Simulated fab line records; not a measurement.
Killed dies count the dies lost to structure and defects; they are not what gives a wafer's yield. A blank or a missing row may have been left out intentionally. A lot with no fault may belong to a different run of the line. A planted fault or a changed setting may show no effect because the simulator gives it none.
fab line records -- flow gf180mcu -- part 1 of 2: steps 1 to 29 of 38
record: lots: 5, wafers: 15, lastDay: 33
route steps=602 shown MIM@507 M5@526 V5@540
lots that met no fault: taken from a fault-free run of the same line
startH: hours from the record's opening day to when the first of the lot's shown wafers began -- waitH: how many hours have passed since the lot's step before this one -- " unchanged from the row above -- L1.1+2: a row that stands for several wafers -- - value missing, or start not given -- * or withheld: withheld -- < > ~ a bound
route shown NAME@n: a module of which the file shows steps, and the number in the route of the first -- usual: mean/standard deviation of fault-free wafers -- same: alike in all rows -- chamber/n: place in a boat -- sites: the reading at each site -- _std_site: how widely they spread, as a standard deviation -- _edge_site: outer sites' mean less inner sites' -- radiusMm: for every site, how far away it sits from the centre of the wafer -- mask NAME#n: copy n -- behind: the tool/chamber that last shaped the wafer -- hold: why the lot was held/for how many hours/how that ended -- device: names the non-switching transistor (n, p or np) -- end of line: the route-end tests of the same wafers -- a step given without rows: its recipe and nothing more -- killed: dies that structure and defects cost at the first sort, which is not the same as the wafer's yield -- map: the dies of a wafer, with x for killed, . for not killed, _ for no die there
set.NAME: the setting that was run; set.NAME@STEP: the one run at that earlier step -- model.NAME: the simulator's own value behind a step, which no gauge read
lots at selected steps of the route; one table per step, one row per wafer
services: from which hour (startH, from the record's first day; less than 0 if before it) a tool's chamber was out of use, for how many hours, and why
== steps ==
step: GF_MIM_SPUTTER_04
recipe: material: TiN, targetThkNm: 50, powerW: 6500, timeS: 41.7, chamberPressurePa: 0.4
usual: throttleValvePct: 29.9/0.93
lot.wafer,tool,chamber,startH,waitH,throttleValvePct
L074.1,pvdSputter-01,-,557.46,0.0,30.5
L074.3,pvdSputter-01,-,557.46,0.0,29.0
L074.5,pvdSputter-01,-,557.46,0.0,29.0
L077.4,pvdSputter-01,-,589.06,0.0,31.1
L077.5,pvdSputter-01,-,589.06,0.0,30.4
L077.6,pvdSputter-01,-,589.06,0.0,30.6
L085.2,pvdSputter-04,-,652.87,0.0,30.8
L085.3,pvdSputter-04,-,652.87,0.0,30.9
L085.5,pvdSputter-04,-,652.87,0.0,30.9
L090.2,pvdSputter-01,-,687.05,0.0,30.3
L090.4,pvdSputter-01,-,687.05,0.0,29.8
L090.5,pvdSputter-01,-,687.05,0.0,29.5
L092.1,pvdSputter-03,-,701.12,0.0,28.1
L092.2,pvdSputter-03,-,701.12,0.0,30.4
L092.4,pvdSputter-03,-,701.12,0.0,29.0
step: GF_MIM_CVD_05
recipe: material: Si3N4, targetThkNm: 42, tempMaxC: 400, tempC: 385, timeS: 29.086, rfW: 450
usual: heaterPowerW: 630/100, susceptorTempC: 385.01/0.23
lot.wafer,tool,chamber,startH,waitH,heaterPowerW,susceptorTempC
L074.1,pecvd-04,0,557.50,0.0,686,384.71
L074.3,pecvd-04,2,557.50,0.0,699,384.97
L074.5,pecvd-04,0,557.50,0.0,678,384.87
L077.4,pecvd-03,2,589.12,0.0,709,385.30
L077.5,pecvd-03,0,589.12,0.0,620,384.81
L077.6,pecvd-03,1,589.12,0.0,561,384.88
L085.2,pecvd-03,0,652.91,0.0,594,384.69
L085.3,pecvd-03,1,652.91,0.0,545,384.87
L085.5,pecvd-03,0,652.91,0.0,617,384.82
L090.2,pecvd-03,1,687.09,0.0,463,385.37
L090.4,pecvd-03,2,687.09,0.0,692,384.75
L090.5,pecvd-03,1,687.09,0.0,470,385.36
L092.1,pecvd-03,2,701.16,0.0,659,384.63
L092.2,pecvd-03,1,701.16,0.0,528,385.52
L092.4,pecvd-03,1,701.16,0.0,532,384.92
step: GF_MIM_THK_MEAS_06
recipe: reads: Si3N4_of_MIM_CVD_05
usual: MIM_CVD_05_THK: 42.0/0.61
lot.wafer,tool,chamber,startH,waitH,MIM_CVD_05_THK[nm]
L074.1,filmMetro-03,-,557.56,0.0,42.1
L074.3,filmMetro-03,-,557.56,0.0,41.4
L074.5,filmMetro-03,-,557.56,0.0,42.8
L077.4,filmMetro-03,-,589.17,0.0,42.0
L077.5,filmMetro-03,-,589.17,0.0,41.6
L077.6,filmMetro-03,-,589.17,0.0,42.2
L085.2,filmMetro-03,-,652.95,0.0,41.8
L085.3,filmMetro-03,-,652.95,0.0,41.9
L085.5,filmMetro-03,-,652.95,0.0,42.1
L090.2,filmMetro-03,-,687.13,0.0,41.0
L090.4,filmMetro-03,-,687.13,0.0,42.1
L090.5,filmMetro-03,-,687.13,0.0,41.8
L092.1,filmMetro-01,-,701.19,0.0,41.3
L092.2,filmMetro-01,-,701.19,0.0,41.0
L092.4,filmMetro-01,-,701.19,0.0,41.7
step: GF_MIM_SPUTTER_07
recipe: material: TiN, targetThkNm: 60, powerW: 6500, timeS: 50, chamberPressurePa: 0.4
usual: throttleValvePct: 29.6/1
lot.wafer,tool,chamber,startH,waitH,throttleValvePct
L074.1,pvdSputter-04,-,557.62,0.1,29.9
L074.3,pvdSputter-04,-,557.62,0.1,30.8
L074.5,pvdSputter-04,-,557.62,0.1,29.8
L077.4,pvdSputter-04,-,589.20,0.0,30.8
L077.5,pvdSputter-04,-,589.20,0.0,30.8
L077.6,pvdSputter-04,-,589.20,0.0,30.6
L085.2,pvdSputter-03,-,653.00,0.0,28.4
L085.3,pvdSputter-03,-,653.00,0.0,30.2
L085.5,pvdSputter-03,-,653.00,0.0,30.2
L090.2,pvdSputter-04,-,687.18,0.0,29.8
L090.4,pvdSputter-04,-,687.18,0.0,31.0
L090.5,pvdSputter-04,-,687.18,0.0,29.6
L092.1,pvdSputter-01,-,701.25,0.1,29.6
L092.2,pvdSputter-01,-,701.25,0.1,28.9
L092.4,pvdSputter-01,-,701.25,0.1,30.6
step: GF_MIM_SPUTTER_08
recipe: material: AlCu, targetThkNm: 200, powerW: 10600, timeS: 10.6, chamberPressurePa: 0.4
usual: throttleValvePct: 29.6/1.1
lot.wafer,tool,chamber,startH,waitH,throttleValvePct
L074.1,pvdSputter-04,-,557.66,0.0,30.0
L074.3,pvdSputter-04,-,557.66,0.0,30.7
L074.5,pvdSputter-04,-,557.66,0.0,30.1
L077.4,pvdSputter-04,-,589.24,0.0,30.8
L077.5,pvdSputter-04,-,589.24,0.0,30.8
L077.6,pvdSputter-04,-,589.24,0.0,30.7
L085.2,pvdSputter-03,-,653.05,0.0,28.1
L085.3,pvdSputter-03,-,653.05,0.0,30.0
L085.5,pvdSputter-03,-,653.05,0.0,30.6
L090.2,pvdSputter-04,-,687.22,0.0,29.7
L090.4,pvdSputter-04,-,687.22,0.0,30.5
L090.5,pvdSputter-04,-,687.22,0.0,29.7
L092.1,pvdSputter-01,-,701.29,0.0,29.7
L092.2,pvdSputter-01,-,701.29,0.0,28.6
L092.4,pvdSputter-01,-,701.29,0.0,30.9
step: GF_MIM_SPUTTER_09
recipe: material: TiN, targetThkNm: 35, powerW: 6500, timeS: 29.2, chamberPressurePa: 0.4
usual: throttleValvePct: 29.6/1
lot.wafer,tool,chamber,startH,waitH,throttleValvePct
L074.1,pvdSputter-04,-,557.69,0.0,29.8
L074.3,pvdSputter-04,-,557.69,0.0,30.8
L074.5,pvdSputter-04,-,557.69,0.0,29.8
L077.4,pvdSputter-04,-,589.26,0.0,30.8
L077.5,pvdSputter-04,-,589.26,0.0,30.8
L077.6,pvdSputter-04,-,589.26,0.0,31.0
L085.2,pvdSputter-03,-,653.07,0.0,28.0
L085.3,pvdSputter-03,-,653.07,0.0,30.5
L085.5,pvdSputter-03,-,653.07,0.0,30.5
L090.2,pvdSputter-04,-,687.25,0.0,29.8
L090.4,pvdSputter-04,-,687.25,0.0,31.1
L090.5,pvdSputter-04,-,687.25,0.0,29.6
L092.1,pvdSputter-01,-,701.32,0.0,29.7
L092.2,pvdSputter-01,-,701.32,0.0,28.7
L092.4,pvdSputter-01,-,701.32,0.0,30.9
step: GF_MIM_RS_MEAS_10
recipe: thkMeasGauge: four-point-probe, reads: TiN_of_MIM_SPUTTER_09+AlCu_of_MIM_SPUTTER_08+TiN_of_MIM_SPUTTER_07
usual: MIM_ALCU_RS: 0.1604/0.002
lot.wafer,tool,chamber,startH,waitH,MIM_ALCU_RS[ohm/sq]
L074.1,filmMetro-01,-,557.72,0.0,0.1603
L074.3,filmMetro-01,-,557.72,0.0,0.1580
L074.5,filmMetro-01,-,557.72,0.0,0.1617
L077.4,filmMetro-03,-,589.36,0.1,0.1579
L077.5,filmMetro-03,-,589.36,0.1,0.1604
L077.6,filmMetro-03,-,589.36,0.1,0.1575
L085.2,filmMetro-01,-,653.12,0.0,0.1592
L085.3,filmMetro-01,-,653.12,0.0,0.1629
L085.5,filmMetro-01,-,653.12,0.0,0.1640
L090.2,filmMetro-01,-,687.30,0.0,0.1647
L090.4,filmMetro-01,-,687.30,0.0,0.1622
L090.5,filmMetro-01,-,687.30,0.0,0.1631
L092.1,filmMetro-03,-,701.35,0.0,0.1589
L092.2,filmMetro-03,-,701.35,0.0,0.1594
L092.4,filmMetro-03,-,701.35,0.0,0.1580
step: GF_MIM_THK_MEAS_11
recipe: thkMeasGauge: xrf, reads: AlCu_of_MIM_SPUTTER_08
usual: MIM_ALCU_THK: 197.0/2.4
lot.wafer,tool,chamber,startH,waitH,MIM_ALCU_THK[nm]
L074.1,filmMetro-01,-,557.84,0.1,198.6
L074.3,filmMetro-01,-,557.84,0.1,200.0
L074.5,filmMetro-01,-,557.84,0.1,194.8
L077.4,filmMetro-03,-,589.45,0.1,198.9
L077.5,filmMetro-03,-,589.45,0.1,197.5
L077.6,filmMetro-03,-,589.45,0.1,201.2
L085.2,filmMetro-01,-,653.23,0.1,200.0
L085.3,filmMetro-01,-,653.23,0.1,196.1
L085.5,filmMetro-01,-,653.23,0.1,194.1
L090.2,filmMetro-01,-,687.41,0.1,193.1
L090.4,filmMetro-01,-,687.41,0.1,196.0
L090.5,filmMetro-01,-,687.41,0.1,194.2
L092.1,filmMetro-03,-,701.47,0.1,198.5
L092.2,filmMetro-03,-,701.47,0.1,199.2
L092.4,filmMetro-03,-,701.47,0.1,199.4
step: GF_MIM_DEHYDRATE_12
recipe: tempC: 200, timeS: 60
lot.wafer,tool,chamber,startH,waitH
L074.1+3+5,lithoTrack-01,0,568.21,10.4
L077.4+5+6,lithoTrack-01,0,599.38,9.9
L085.2+3+5,lithoTrack-04,0,662.17,8.9
L090.2+4+5,lithoTrack-01,0,695.78,8.4
L092.1+2+4,lithoTrack-03,0,709.46,8.0
step: GF_MIM_HMDS_13
recipe: primeTimeS: 60, primeTempC: 120
usual: primeTempC: 120.02/0.14
lot.wafer,tool,chamber,startH,waitH,primeTempC
L074.1,lithoTrack-01,0,568.36,0.1,119.66
L074.3,lithoTrack-01,0,568.36,0.1,119.73
L074.5,lithoTrack-01,0,568.36,0.1,119.84
L077.4,lithoTrack-01,0,599.53,0.1,119.75
L077.5,lithoTrack-01,0,599.53,0.1,120.15
L077.6,lithoTrack-01,0,599.53,0.1,119.92
L085.2,lithoTrack-04,0,662.32,0.1,119.95
L085.3,lithoTrack-04,0,662.32,0.1,120.04
L085.5,lithoTrack-04,0,662.32,0.1,119.85
L090.2,lithoTrack-01,0,695.93,0.1,120.11
L090.4,lithoTrack-01,0,695.93,0.1,119.90
L090.5,lithoTrack-01,0,695.93,0.1,119.98
L092.1,lithoTrack-03,0,709.61,0.1,120.02
L092.2,lithoTrack-03,0,709.61,0.1,120.32
L092.4,lithoTrack-03,0,709.61,0.1,120.30
step: GF_MIM_COAT_14
recipe: resist: NOVOLAK, spinRpm: 3000, resistThkNm: 1000
usual: dispensePressureKPa: 47/4.4
lot.wafer,tool,chamber,startH,waitH,dispensePressureKPa
L074.1,lithoTrack-01,0,568.51,0.1,42
L074.3,lithoTrack-01,0,568.51,0.1,42
L074.5,lithoTrack-01,0,568.51,0.1,42
L077.4,lithoTrack-01,0,599.68,0.1,42
L077.5,lithoTrack-01,0,599.68,0.1,42
L077.6,lithoTrack-01,0,599.68,0.1,42
L085.2,lithoTrack-04,0,662.47,0.1,51
L085.3,lithoTrack-04,0,662.47,0.1,51
L085.5,lithoTrack-04,0,662.47,0.1,51
L090.2,lithoTrack-01,0,696.08,0.1,42
L090.4,lithoTrack-01,0,696.08,0.1,42
L090.5,lithoTrack-01,0,696.08,0.1,42
L092.1,lithoTrack-03,0,709.76,0.1,51
L092.2,lithoTrack-03,0,709.76,0.1,51
L092.4,lithoTrack-03,0,709.76,0.1,51
step: GF_MIM_SOFTBAKE_15
recipe: tempC: 90, timeS: 60, resist: NOVOLAK
lot.wafer,tool,chamber,startH,waitH
L074.1+3+5,lithoTrack-01,0,568.66,0.1
L077.4+5+6,lithoTrack-01,0,599.83,0.1
L085.2+3+5,lithoTrack-04,0,662.62,0.1
L090.2+4+5,lithoTrack-01,0,696.23,0.1
L092.1+2+4,lithoTrack-03,0,709.91,0.1
step: GF_MIM_EXPOSE_16
recipe: maskId: FuseTop, targetCdNm: 2000, na: 0.6, sourceShape: conventional, sigmaOuter: 0.6, doseMj: 140
same: sigmaOuter: 0.6
lot.wafer,tool,chamber,startH,waitH,mask
L074.1+3+5,ilineStepper-02,0,-,-,FuseTop#0
L077.4+5+6,ilineStepper-01,0,-,-,FuseTop#0
L085.2+3+5,ilineStepper-02,0,-,-,FuseTop#0
L090.2+4+5,ilineStepper-01,0,-,-,FuseTop#0
L092.1+2+4,ilineStepper-02,0,-,-,FuseTop#0
step: GF_MIM_PEB_17
recipe: tempC: withheld, timeS: *, resist: NOVOLAK
lot.wafer,tool,chamber,startH,waitH
L074.1+3+5,lithoTrack-04,0,-,-
L077.4+5+6,lithoTrack-01,0,-,-
L085.2+3+5,lithoTrack-03,0,-,-
L090.2+4+5,lithoTrack-01,0,-,-
L092.1+2+4,lithoTrack-01,0,-,-
step: GF_MIM_DEVELOP_18
recipe: developTimeS: 60, devTempC: 23
lot.wafer,tool,chamber,startH,waitH
L074.1+3+5,lithoTrack-04,0,579.05,0.1
L077.4+5+6,lithoTrack-01,0,610.28,0.1
L085.2+3+5,lithoTrack-03,0,672.29,0.1
L090.2+4+5,lithoTrack-01,0,704.88,0.1
L092.1+2+4,lithoTrack-01,0,719.41,0.1
step: GF_MIM_METAL_ETCH_19
recipe: chemistry: Cl2/BCl3, maskMaterial: NOVOLAK, stopOn: Si3N4, targetDepthNm: 324.5, pressureMtorr: 8, icpW: 800, biasW: 140, Cl2_flow_sccm: 80, bcl3FlowSccm: 40, timeS: 54.1
usual: drypumpMotorCurrentA: 5.7/0.44, oesProductAu: 0.940/0.0065, throttleValvePct: 28.285/0.0099
lot.wafer,tool,chamber,startH,waitH,drypumpMotorCurrentA,oesProductAu,rfHoursCounterH,throttleValvePct
L074.1,rieMetal-04,0,579.20,0.1,5.8,0.939,7,28.268
L074.3,rieMetal-04,1,579.20,0.1,6.2,0.950,-,28.275
L074.5,rieMetal-04,0,579.20,0.1,5.8,0.947,-,28.269
L077.4,rieMetal-04,1,610.38,0.1,6.2,0.940,-,28.287
L077.5,rieMetal-04,0,610.38,0.1,5.8,0.941,-,28.294
L077.6,rieMetal-04,1,610.38,0.1,6.2,0.948,-,28.278
L085.2,rieMetal-04,0,672.41,0.1,5.8,0.940,10,28.279
L085.3,rieMetal-04,0,672.41,0.1,5.8,0.933,-,28.288
L085.5,rieMetal-04,1,672.41,0.1,6.1,0.927,-,28.285
L090.2,rieMetal-02,1,705.03,0.1,6.2,0.939,-,28.302
L090.4,rieMetal-02,1,705.03,0.1,6.2,0.936,-,28.294
L090.5,rieMetal-02,1,705.03,0.1,6.2,0.927,-,28.282
L092.1,rieMetal-02,1,719.56,0.1,6.2,0.950,4,28.285
L092.2,rieMetal-02,0,719.56,0.1,4.9,0.942,0,28.278
L092.4,rieMetal-02,0,719.56,0.1,4.9,0.939,-,28.278
step: GF_MIM_STRIP_20
recipe: chemistry: O2/N2, powerW: 1400, pressureMtorr: 1500, platenTempC: 250, o2FlowSccm: 3000, n2FlowSccm: 300, overashFraction: 0.5
usual: drypumpMotorCurrentA: 5.7/0.48, heaterPowerW: 349/35, oesProductAu: 0.692/0.005, stripTimeToEndpointS: 11.22/0.04
lot.wafer,tool,chamber,startH,waitH,drypumpMotorCurrentA,heaterPowerW,oesProductAu,rfHoursCounterH,stripTimeToEndpointS
L074.1,plasmaAsher-03,0,579.27,0.0,5.3,336,0.692,49,11.19
L074.3,plasmaAsher-03,1,579.27,0.0,6.3,414,0.692,-,11.23
L074.5,plasmaAsher-03,1,579.27,0.0,6.3,400,0.689,-,11.20
L077.4,plasmaAsher-01,0,610.46,0.1,5.5,376,0.695,-,11.17
L077.5,plasmaAsher-01,1,610.46,0.1,5.7,310,0.685,-,11.20
L077.6,plasmaAsher-01,0,610.46,0.1,5.5,374,0.689,-,11.21
L085.2,plasmaAsher-01,1,672.48,0.0,5.7,309,0.698,92,11.23
L085.3,plasmaAsher-01,0,672.48,0.0,5.5,368,0.691,-,11.23
L085.5,plasmaAsher-01,0,672.48,0.0,5.5,374,0.693,-,11.19
L090.2,plasmaAsher-04,1,705.15,0.1,6.4,326,0.688,31,11.23
L090.4,plasmaAsher-04,1,705.15,0.1,6.4,311,0.684,-,11.24
L090.5,plasmaAsher-04,0,705.15,0.1,5.1,330,0.697,-,11.25
L092.1,plasmaAsher-04,1,719.63,0.0,6.4,315,0.694,33,11.28
L092.2,plasmaAsher-04,0,719.63,0.0,5.1,337,0.694,33,11.28
L092.4,plasmaAsher-04,0,719.63,0.0,5.1,338,0.693,-,11.29
step: GF_MIM_STRIP_21
recipe: chemistry: postEtchResidueRemover, timeS: 1200, tempC: 72.5
usual: bathGuardTempC: 72.3/0.41, bathHeatDutyPct: 13.8/1.3
lot.wafer,tool,chamber,startH,waitH,bathGuardTempC,bathHeatDutyPct
L074.1,wetBench-02,2,579.37,0.1,72.5,15.2
L074.3,wetBench-02,2,579.37,0.1,72.8,13.8
L074.5,wetBench-02,2,579.37,0.1,72.6,14.8
L077.4,wetBench-03,1,610.53,0.0,72.8,15.5
L077.5,wetBench-03,1,610.53,0.0,72.9,14.1
L077.6,wetBench-03,1,610.53,0.0,73.2,14.2
L085.2,wetBench-03,1,672.58,0.1,72.7,14.4
L085.3,wetBench-03,1,672.58,0.1,72.8,14.7
L085.5,wetBench-03,1,672.58,0.1,72.7,13.3
L090.2,wetBench-03,2,705.25,0.1,71.9,13.9
L090.4,wetBench-03,2,705.25,0.1,71.7,12.4
L090.5,wetBench-03,2,705.25,0.1,71.9,13.4
L092.1,wetBench-02,2,719.73,0.1,73.0,14.1
L092.2,wetBench-02,2,719.73,0.1,72.3,15.5
L092.4,wetBench-02,2,719.73,0.1,72.5,13.5
step: GF_MIM_CLEAN_22
recipe: chemistry: DIW, dry: n2Spin
lot.wafer,tool,chamber,startH,waitH
L074.1+3+5,wetBench-01,0,579.71,0.0
L077.4+5+6,wetBench-01,0,610.87,0.0
L085.2+3+5,wetBench-02,3,672.95,0.0
L090.2+4+5,wetBench-01,3,705.65,0.0
L092.1+2+4,wetBench-03,0,720.07,0.0
step: GF_M5_DEHYDRATE_00
recipe: tempC: 200, timeS: 60
lot.wafer,tool,chamber,startH,waitH
L074.1+3+5,lithoTrack-02,0,589.74,9.9
L077.4+5+6,lithoTrack-04,0,619.77,8.8
L085.2+3+5,lithoTrack-04,0,681.82,8.8
L090.2+4+5,lithoTrack-01,0,714.18,8.4
L092.1+2+4,lithoTrack-01,0,728.56,8.4
step: GF_M5_HMDS_01
recipe: primeTimeS: 60, primeTempC: 120
usual: primeTempC: 119.99/0.14
lot.wafer,tool,chamber,startH,waitH,primeTempC
L074.1,lithoTrack-02,0,589.89,0.1,119.83
L074.3,lithoTrack-02,0,589.89,0.1,119.94
L074.5,lithoTrack-02,0,589.89,0.1,119.82
L077.4,lithoTrack-04,0,619.92,0.1,119.89
L077.5,lithoTrack-04,0,619.92,0.1,119.73
L077.6,lithoTrack-04,0,619.92,0.1,119.96
L085.2,lithoTrack-04,0,681.97,0.1,120.06
L085.3,lithoTrack-04,0,681.97,0.1,120.03
L085.5,lithoTrack-04,0,681.97,0.1,119.97
L090.2,lithoTrack-01,0,714.33,0.1,119.93
L090.4,lithoTrack-01,0,714.33,0.1,120.15
L090.5,lithoTrack-01,0,714.33,0.1,119.85
L092.1,lithoTrack-01,0,728.71,0.1,120.00
L092.2,lithoTrack-01,0,728.71,0.1,120.12
L092.4,lithoTrack-01,0,728.71,0.1,119.88
step: GF_M5_COAT_02
recipe: resist: KrF, spinRpm: withheld, resistThkNm: 1000
usual: dispensePressureKPa: 49/5.6
lot.wafer,tool,chamber,startH,waitH,dispensePressureKPa
L074.1,lithoTrack-02,0,590.04,0.1,55
L074.3,lithoTrack-02,0,590.04,0.1,56
L074.5,lithoTrack-02,0,590.04,0.1,55
L077.4,lithoTrack-04,0,620.07,0.1,51
L077.5,lithoTrack-04,0,620.07,0.1,51
L077.6,lithoTrack-04,0,620.07,0.1,51
L085.2,lithoTrack-04,0,682.12,0.1,51
L085.3,lithoTrack-04,0,682.12,0.1,51
L085.5,lithoTrack-04,0,682.12,0.1,51
L090.2,lithoTrack-01,0,714.48,0.1,42
L090.4,lithoTrack-01,0,714.48,0.1,42
L090.5,lithoTrack-01,0,714.48,0.1,42
L092.1,lithoTrack-01,0,728.86,0.1,42
L092.2,lithoTrack-01,0,728.86,0.1,42
L092.4,lithoTrack-01,0,728.86,0.1,42
step: GF_M5_SOFTBAKE_03
recipe: tempC: 130, timeS: 60, resist: KrF
lot.wafer,tool,chamber,startH,waitH
L074.1+3+5,lithoTrack-02,0,590.19,0.1
L077.4+5+6,lithoTrack-04,0,620.22,0.1
L085.2+3+5,lithoTrack-04,0,682.27,0.1
L090.2+4+5,lithoTrack-01,0,714.63,0.1
L092.1+2+4,lithoTrack-01,0,729.01,0.1
step: GF_M5_EXPOSE_04
recipe: maskId: Metal5, targetCdNm: 280, na: 0.68, sourceShape: conventional, sigmaOuter: 0.6, doseMj: 28
same: sigmaOuter: 0.6
lot.wafer,tool,chamber,startH,waitH,mask
L074.1+3+5,krfScanner-01,0,-,-,Metal5#0
L077.4+5+6,krfScanner-02,0,-,-,Metal5#0
L085.2+3+5,krfScanner-02,0,-,-,Metal5#0
L090.2+4+5,krfScanner-01,0,-,-,Metal5#0
L092.1+2+4,krfScanner-01,0,-,-,Metal5#0
step: GF_M5_PEB_05
recipe: pebTempC: 135, pebTimeS: 90, resist: KrF
lot.wafer,tool,chamber,startH,waitH
L074.1+3+5,lithoTrack-01,0,-,-
L077.4+5+6,lithoTrack-01,0,-,-
L085.2+3+5,lithoTrack-01,0,-,-
L090.2+4+5,lithoTrack-01,0,-,-
L092.1+2+4,lithoTrack-01,0,-,-
step: GF_M5_DEVELOP_06
recipe: developTimeS: 60, devTempC: 21
lot.wafer,tool,chamber,startH,waitH
L074.1+3+5,lithoTrack-01,0,600.71,0.2
L077.4+5+6,lithoTrack-01,0,630.23,0.1
L085.2+3+5,lithoTrack-01,0,692.28,0.2
L090.2+4+5,lithoTrack-01,0,722.73,0.2
L092.1+2+4,lithoTrack-01,0,737.66,0.2
step: GF_M5_CD_MEAS_07
recipe: targetCdNm: 280
usual: cdNm: 279.7/1.3
lot.wafer,tool,chamber,startH,waitH,cdNm
L074.1,cdSem-01,-,600.86,0.1,278.7
L074.3,cdSem-01,-,600.86,0.1,279.2
L074.5,cdSem-01,-,600.86,0.1,279.1
L077.4,cdSem-02,-,630.37,0.1,281.1
L077.5,cdSem-02,-,630.37,0.1,281.0
L077.6,cdSem-02,-,630.37,0.1,280.4
L085.2,cdSem-01,-,692.43,0.1,280.8
L085.3,cdSem-01,-,692.43,0.1,279.9
L085.5,cdSem-01,-,692.43,0.1,279.1
L090.2,cdSem-02,-,722.88,0.1,279.3
L090.4,cdSem-02,-,722.88,0.1,277.9
L090.5,cdSem-02,-,722.88,0.1,279.4
L092.1,cdSem-02,-,737.81,0.1,279.0
L092.2,cdSem-02,-,737.81,0.1,278.4
L092.4,cdSem-02,-,737.81,0.1,278.7
step: GF_M5_OVL_MEAS_08
usual: M5_OVL: 0/4.8
lot.wafer,tool,chamber,startH,waitH,M5_OVL[nm]
L074.1,overlay-02,-,600.98,0.1,-1
L074.3,overlay-02,-,600.98,0.1,-5
L074.5,overlay-02,-,600.98,0.1,-2
L077.4,overlay-01,-,630.45,0.1,-2
L077.5,overlay-01,-,630.45,0.1,0
L077.6,overlay-01,-,630.45,0.1,-3
L085.2,overlay-01,-,692.53,0.1,-5
L085.3,overlay-01,-,692.53,0.1,2
L085.5,overlay-01,-,692.53,0.1,-1
L090.2,overlay-02,-,722.98,0.1,10
L090.4,overlay-02,-,722.98,0.1,7
L090.5,overlay-02,-,722.98,0.1,0
L092.1,overlay-02,-,737.93,0.1,0
L092.2,overlay-02,-,737.93,0.1,3
L092.4,overlay-02,-,737.93,0.1,1
step: GF_M5_ETCH_09
recipe: chemistry: CF4/O2, target: Si3N4, targetDepthNm: 52, sourceW: 800, biasW: 150, pressureMtorr: 150, cf4FlowSccm: 80, O2_flow_sccm: 10, timeS: 11.6
usual: drypumpMotorCurrentA: 6.1/0.6, oesProductAu: 0.999/0.008, throttleValvePct: 5.971/0.0093
lot.wafer,tool,chamber,startH,waitH,drypumpMotorCurrentA,oesProductAu,rfHoursCounterH,throttleValvePct
L074.1,rieDiel-02,2,601.01,0.0,5.0,0.999,12,5.988
L074.3,rieDiel-02,0,601.01,0.0,5.7,1.004,11,5.959
L074.5,rieDiel-02,0,601.01,0.0,5.7,1.011,-,5.966
L077.4,rieDiel-02,3,630.46,0.0,5.7,0.994,4,5.957
L077.5,rieDiel-02,1,630.46,0.0,4.7,0.982,-,5.979
L077.6,rieDiel-02,0,630.46,0.0,5.7,0.997,-,5.996
L085.2,rieDiel-02,0,692.56,0.0,5.7,0.993,15,5.956
L085.3,rieDiel-02,3,692.56,0.0,5.7,1.001,7,5.965
L085.5,rieDiel-02,0,692.56,0.0,5.7,0.998,-,5.976
L090.2,rieDiel-04,0,723.01,0.0,5.2,1.006,46,5.969
L090.4,rieDiel-04,3,723.01,0.0,5.5,0.991,11,5.954
L090.5,rieDiel-04,2,723.01,0.0,6.0,0.996,-,5.972
L092.1,rieDiel-03,1,737.96,0.0,6.7,1.012,18,5.972
L092.2,rieDiel-03,3,737.96,0.0,6.5,0.992,0,5.979
L092.4,rieDiel-03,2,737.96,0.0,6.7,1.000,53,5.970
